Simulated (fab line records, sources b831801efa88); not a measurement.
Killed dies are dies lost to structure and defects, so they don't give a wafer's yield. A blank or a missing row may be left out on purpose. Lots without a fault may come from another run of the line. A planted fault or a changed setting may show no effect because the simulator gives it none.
Which tool did it? | flow sky130 | 7 lots, 21 wafers sampled, at 2 steps of a route of 708

WHAT THE GAUGES READ, wafer by wafer
SKY_METAL4_OVL_MEAS_14.
lot  | measured     | on         | METAL4_OVL (nm)
L166 | day 43 14:41 | overlay-01 | -3 -11 -7
L168 | day 44 09:07 | overlay-01 | -2 4 9
L174 | day 45 12:13 | overlay-02 | 0 3 -2
L177 | day 46 09:32 | overlay-02 | -9 -9 -10
L180 | day 46 16:43 | overlay-02 | 1 -3 -1
L183 | day 47 13:58 | overlay-02 | 3 8 9
L182 | day 47 20:23 | overlay-02 | 11 9 4

WHICH TOOL RAN EACH LOT (tool, then ch and the chambers of the sampled wafers, then the start)
lot  | SKY_METAL4_SPUTTER_03
L166 | pvd_sputter-03, day 41 15:11
L168 | pvd_sputter-04, day 42 10:16
L174 | pvd_sputter-03, day 43 14:32
L177 | pvd_sputter-02, day 44 13:46
L180 | pvd_sputter-02, day 44 22:01
L183 | pvd_sputter-02, day 45 20:01
L182 | pvd_sputter-03, day 46 04:04
- SKY_METAL4_SPUTTER_03: material Ti, target thk 5 nm, time 3.3 s.

THE ANSWER, worked out from the rows above alone
Rule: what is usual is taken from the lots themselves. Put in order of their means at a reading, lots are off if they are a third of the lots or fewer, leave a main group of 4 or more, and stand apart from it by a gap of 3 or more times the standard deviation of the main group's means; of several such gaps the widest counts. A main group whose means are all the same, to the digits that the tables above print for the reading, isn't used. A lot without any number at a reading at which 4 lots or more have one is off too. The other lots that the step has rows for count as sound.
No lot is off at any reading shown: from this, nothing can be told.

WHAT THE SIMULATOR HAD PUT IN
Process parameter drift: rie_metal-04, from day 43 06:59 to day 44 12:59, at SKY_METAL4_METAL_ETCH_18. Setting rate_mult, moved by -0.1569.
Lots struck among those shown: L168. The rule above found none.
